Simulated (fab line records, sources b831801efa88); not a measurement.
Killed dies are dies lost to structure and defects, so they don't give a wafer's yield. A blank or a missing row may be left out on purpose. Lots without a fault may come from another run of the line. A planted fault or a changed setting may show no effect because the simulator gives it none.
Which tool did it? | flow gf180mcu | 13 lots, 39 wafers sampled, at 4 steps of a route of 602

WHAT THE GAUGES READ, wafer by wafer
GF_M4_OVL_MEAS_15. Usual: M4_OVL 4 nm, standard deviation 6.8.
lot  | measured     | on         | M4_OVL (nm) | flag
L641 | day 23 03:23 | overlay-02 | -1 14 13    |
L642 | day 23 18:20 | overlay-02 | 10 -5 -1    |
L643 | day 23 23:01 | overlay-01 | -4 6 5      |
L645 | day 24 20:22 | overlay-02 | 7 4 -5      |
L648 | day 25 23:38 | overlay-02 | 11 -6 8     |
L649 | day 26 00:47 | overlay-02 | 5 -5 1      |
L650 | day 26 14:05 | overlay-02 | -1 6 0      |
L652 | day 27 04:04 | overlay-01 | 6 0 18      |
L653 | day 27 10:16 | overlay-02 | -3 -8 -2    |
L658 | day 28 21:41 | overlay-01 | 24 12 19    |
L659 | day 29 05:50 | overlay-01 | 5 -3 -1     |
L660 | day 29 12:07 | overlay-01 | -4 8 10     |
L662 | day 29 20:41 | overlay-02 | 12 1 9      |

GF_PASSIVATION_THK_MEAS_01. Usual: PASSIVATION_CVD_00_THK 1037 nm, standard deviation 15.
lot  | measured     | on            | PASSIVATION_CVD_00_THK (nm) | flag
L641 | day 27 21:25 | film_metro-04 | 1043 1045 1052              |
L642 | day 28 12:35 | film_metro-04 | 1022 1038 1052              |
L643 | day 28 14:46 | film_metro-01 | 1022 1048 1051              |
L645 | day 29 07:58 | film_metro-01 | 1055 1066 1066              |
L648 | day 30 10:29 | film_metro-01 | 1009 1032 1059              |
L649 | day 30 11:17 | film_metro-01 | 1042 1038 1051              |
L650 | day 30 22:27 | film_metro-01 | 1003 1003 1016              |
L652 | day 31 11:16 | film_metro-01 | 1040 1033 1063              |
L653 | day 31 14:43 | film_metro-01 | 1026 1016 1022              |
L658 | day 32 21:14 | film_metro-04 | 1028 1033 1040              |
L659 | day 33 03:38 | film_metro-01 | 1032 1051 1046              |
L660 | day 33 10:12 | film_metro-01 | 1033 1044 1038              |
L662 | day 33 17:50 | film_metro-01 | 1027 1024 1044              |

WHICH TOOL RAN EACH LOT (tool, then ch and the chambers of the sampled wafers, then the start)
lot  | GF_V2_SPUTTER_21             | GF_V4_ETCH_16
L641 | pvd_sputter-04, day 20 01:50 | rie_diel-02 ch 2,3, day 24 03:25
L642 | pvd_sputter-04, day 20 16:22 | rie_diel-04 ch 1,2,3, day 24 18:22
L643 | pvd_sputter-01, day 20 21:49 | rie_diel-02 ch 1,2,3, day 24 22:40
L645 | pvd_sputter-02, day 21 20:22 | rie_diel-01 ch 0,2, day 25 18:25
L648 | pvd_sputter-02, day 23 03:19 | rie_diel-02 ch 1,3, day 26 21:30
L649 | pvd_sputter-02, day 23 05:27 | rie_diel-04 ch 1,2,3, day 26 22:59
L650 | pvd_sputter-01, day 23 17:09 | rie_diel-02 ch 0,3, day 27 11:37
L652 | pvd_sputter-01, day 24 08:55 | rie_diel-01 ch 1,3, day 28 01:50
L653 | pvd_sputter-04, day 24 15:52 | rie_diel-01 ch 0,1, day 28 07:19
L658 | pvd_sputter-02, day 26 06:37 | rie_diel-01 ch 1,2,3, day 29 17:31
L659 | pvd_sputter-04, day 26 15:27 | rie_diel-02 ch 0,2,3, day 30 01:33
L660 | pvd_sputter-02, day 26 20:10 | rie_diel-01 ch 0,2, day 30 08:51
L662 | pvd_sputter-01, day 27 06:25 | rie_diel-01 ch 0,2,3, day 30 16:27
- GF_V2_SPUTTER_21: material Ti, target thk 15 nm, time 80.02 s.
- GF_V4_ETCH_16: etches BARC in N2/H2.

WHAT THE TOOLS THEMSELVES READ (means of the sampled wafers that have a number; where no wafer has one, the mark that the record gives instead)
GF_V2_SPUTTER_21. Usual: cathode_dc_power_W 2500.0 W, standard deviation 0.45; substrate_temp_c 199.96 C, standard deviation 0.15; throttle_valve_pct 30.3 %, standard deviation 1.4.
lot  | tool           | cathode_dc_power_W (W) | substrate_temp_c (C) | throttle_valve_pct (%) | flag
L641 | pvd_sputter-04 | 2500.1                 | 199.96               | 28.7                   |
L642 | pvd_sputter-04 | 2500.1                 | 199.96               | 29.4                   |
L643 | pvd_sputter-01 | 2500.2                 | 199.92               | 31.8                   |
L645 | pvd_sputter-02 | 2500.1                 | 199.80               | 31.4                   |
L648 | pvd_sputter-02 | 2500.5                 | 199.93               | 31.5                   |
L649 | pvd_sputter-02 | 2500.1                 | 199.95               | 30.2                   |
L650 | pvd_sputter-01 | 2500.2                 | 199.93               | 31.9                   |
L652 | pvd_sputter-01 | 2499.9                 | 200.05               | 31.2                   |
L653 | pvd_sputter-04 | 2499.7                 | 199.85               | 29.7                   |
L658 | pvd_sputter-02 | 2500.1                 | 200.08               | 31.5                   |
L659 | pvd_sputter-04 | 2500.2                 | 200.07               | 29.6                   |
L660 | pvd_sputter-02 | 2500.2                 | 199.83               | 30.3                   |
L662 | pvd_sputter-01 | 2500.1                 | 199.94               | 30.9                   |

GF_V4_ETCH_16. Usual: drypump_motor_current_A 5.8 A, standard deviation 0.49; oes_product_au 0.854 a.u., standard deviation 0.0047; throttle_valve_pct 13.226 %, standard deviation 0.0096.
lot  | tool        | drypump_motor_current_A (A) | oes_product_au (a.u.) | throttle_valve_pct (%) | flag
L641 | rie_diel-02 | 5.8                         | 0.859                 | 13.226                 |
L642 | rie_diel-04 | 6.0                         | 0.856                 | 13.228                 |
L643 | rie_diel-02 | 5.8                         | 0.851                 | 13.226                 |
L645 | rie_diel-01 | 5.4                         | 0.856                 | 13.229                 |
L648 | rie_diel-02 | 6.2                         | 0.853                 | 13.226                 |
L649 | rie_diel-04 | 6.0                         | 0.858                 | 13.221                 |
L650 | rie_diel-02 | 6.4                         | 0.855                 | 13.231                 |
L652 | rie_diel-01 | 5.8                         | 0.854                 | 13.218                 |
L653 | rie_diel-01 | 6.0                         | 0.855                 | 13.228                 |
L658 | rie_diel-01 | 5.7                         | 0.855                 | 13.231                 |
L659 | rie_diel-02 | 5.9                         | 0.856                 | 13.221                 |
L660 | rie_diel-01 | 5.4                         | 0.854                 | 13.220                 |
L662 | rie_diel-01 | 5.5                         | 0.852                 | 13.223                 |

THE ANSWER, worked out from the rows above alone
Rule: a lot is off if the mean of its wafers that have a number lies more than 3 standard deviations from the usual mean. A lot without any number at a reading at which 4 lots or more have one is off too. The other lots that the step has rows for count as sound. The gauges are gone through in route order, then the tools' own readings, and for those a lot's mean is taken as printed above. The first step at which some lot is off is used, and at that step the reading that is off furthest; a lot without a number counts as furthest.
No lot is off at any reading shown: from this, nothing can be told.

WHAT THE SIMULATOR HAD PUT IN
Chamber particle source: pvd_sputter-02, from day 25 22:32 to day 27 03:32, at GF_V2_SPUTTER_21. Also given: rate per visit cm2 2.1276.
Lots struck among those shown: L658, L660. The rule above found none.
